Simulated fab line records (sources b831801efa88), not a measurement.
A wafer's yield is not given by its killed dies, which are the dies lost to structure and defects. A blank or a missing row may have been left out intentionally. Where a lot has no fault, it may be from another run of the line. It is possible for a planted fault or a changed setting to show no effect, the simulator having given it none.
Lot-split experiment | flow gf180mcu | on a route of 602 steps: 5 lots, 23 wafers read

THE SPLIT
At GF_TOP_METAL_SPUTTER_02 (material AlCu, target thk 900 nm, time 47.82 s), the setting time s was moved away from the recipe's 47.82 s on 6 of the 23 wafers read, by -10.8% to +6.2%. The other wafers ran this setting at the recipe's value.

FROM THE SPLIT TO THE READING: what the file shows between them, 3 steps
- GF_TOP_METAL_SPUTTER_03: material Ti, target thk 5 nm, time 3.3 s
- GF_TOP_METAL_SPUTTER_04: material TiN, target thk 25 nm, time 20.8 s
- GF_TOP_METAL_RS_MEAS_05: measures by four-point-probe

THE READING
TOP_METAL_ALCU_THK, in nm, at GF_TOP_METAL_THK_MEAS_06 (measures by xrf). Fault-free wafers of this fab line usually give 909 nm, standard deviation 11 nm.

wafer  | tool, chamber at the split | time s as run, s | against the recipe | TOP_METAL_ALCU_THK, nm | against lot-mates on the recipe
L076.1 | pvd sputter-04, -          | 47.82            | recipe             | 928                    | -
L076.2 | pvd sputter-04, -          | 47.82            | recipe             | 916                    | -
L076.3 | pvd sputter-04, -          | 42.64            | -10.8%             | 825                    | -99
L076.5 | pvd sputter-04, -          | 42.64            | -10.8%             | 813                    | -111
L076.6 | pvd sputter-04, -          | 47.82            | recipe             | 929                    | -
L078.1 | pvd sputter-03, -          | 47.82            | recipe             | 916                    | -
L078.2 | pvd sputter-03, -          | 47.82            | recipe             | 911                    | -
L078.3 | pvd sputter-03, -          | 47.82            | recipe             | 899                    | -
L078.4 | pvd sputter-03, -          | 47.82            | recipe             | 912                    | -
L078.6 | pvd sputter-03, -          | 47.82            | recipe             | 919                    | -
L080.1 | pvd sputter-03, -          | 47.82            | recipe             | 889                    | -
L080.3 | pvd sputter-03, -          | 47.82            | recipe             | 888                    | -
L080.5 | pvd sputter-03, -          | 47.82            | recipe             | 890                    | -
L081.1 | pvd sputter-04, -          | 50.8             | +6.2%              | 973                    | +55
L081.2 | pvd sputter-04, -          | 50.8             | +6.2%              | 980                    | +62
L081.3 | pvd sputter-04, -          | 47.82            | recipe             | 908                    | -
L081.4 | pvd sputter-04, -          | 47.82            | recipe             | 920                    | -
L081.6 | pvd sputter-04, -          | 47.82            | recipe             | 925                    | -
L085.1 | pvd sputter-03, -          | 49.86            | +4.3%              | 926                    | +32
L085.2 | pvd sputter-03, -          | 49.86            | +4.3%              | 927                    | +33
L085.3 | pvd sputter-03, -          | 47.82            | recipe             | 904                    | -
L085.5 | pvd sputter-03, -          | 47.82            | recipe             | 889                    | -
L085.6 | pvd sputter-03, -          | 47.82            | recipe             | 890                    | -

THE FIT
A straight line over all 23 wafers: TOP_METAL_ALCU_THK changes by +8.43 nm for each +1% of time s; r = +0.92; the points scatter about the line by 15 nm.
The same after taking each lot's own level away (the mean of its wafers on the recipe; 23 wafers): +9.43 nm for each +1%; r = +0.99; scatter 6.4 nm.
The reading moves by 1e+02 nm for the largest change in time s, on that fit.
The lots' own levels span 889.0 to 924.3 nm, that is 3.2 times the standard deviation above.
Hence the slope depends on the lot-to-lot level, as the two fits are not the same.
Check: -105 nm against its lot-mates is what the line predicts for one of the wafers moved furthest among these (-10.8%) when that wafer is left out of the fit. It came out at -99.3 nm against them.

FURTHER SPLITS ON THESE WAFERS
Note: prior to the reading, these wafers also went through further splits. Each is held against what the fit with the lots' levels taken away leaves over:
other split on the same wafers | wafers away from the commonest value | r with TOP_METAL_ALCU_THK (lot level and that fit taken away)
GF_V3_CVD_23 temp c            | 11                                   | -0.01
GF_M4_SPUTTER_00 time s        | 9                                    | -0.51
GF_M4_METAL_ETCH_16 time s     | 10                                   | -0.27
GF_V4_COAT_09 resist thk nm    | 6                                    | -0.27
GF_V4_SPUTTER_21 time s        | 8                                    | -0.15
GF_MIM_SPUTTER_02 time s       | 6                                    | +0.24
GF_MIM_SPUTTER_08 power w      | 10                                   | +0.09
GF_MIM_METAL_ETCH_19 time s    | 6                                    | -0.29
GF_M5_METAL_ETCH_10 icp w      | 7                                    | -0.07
GF_V5_SPUTTER_22 power w       | 5                                    | -0.16

THE WHOLE CHAIN: every reading that the file lists as answering this split, in the file's order
step                     | what it does                                   | reading                                                                              | change (the file's fit)               | r (the file's)
GF_TOP_METAL_SPUTTER_02  | material AlCu, target thk 900 nm, time 47.82 s | AlCu_of_TOP_METAL_SPUTTER_02.thk nm (the simulator's own value, which no gauge read) | +9.27 nm for each +1% of the setting  | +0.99
GF_TOP_METAL_RS_MEAS_05  | measures by four-point-probe                   | TOP_METAL_ALCU_RS                                                                    | -0.000345 for each +1% of the setting | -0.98
GF_TOP_METAL_THK_MEAS_06 | measures by xrf                                | TOP_METAL_ALCU_THK                                                                   | +9.45 for each +1% of the setting     | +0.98

FILE'S OWN FIT
TOP_METAL_ALCU_THK changes by +9.45 nm for each +1% of time s, r = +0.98.
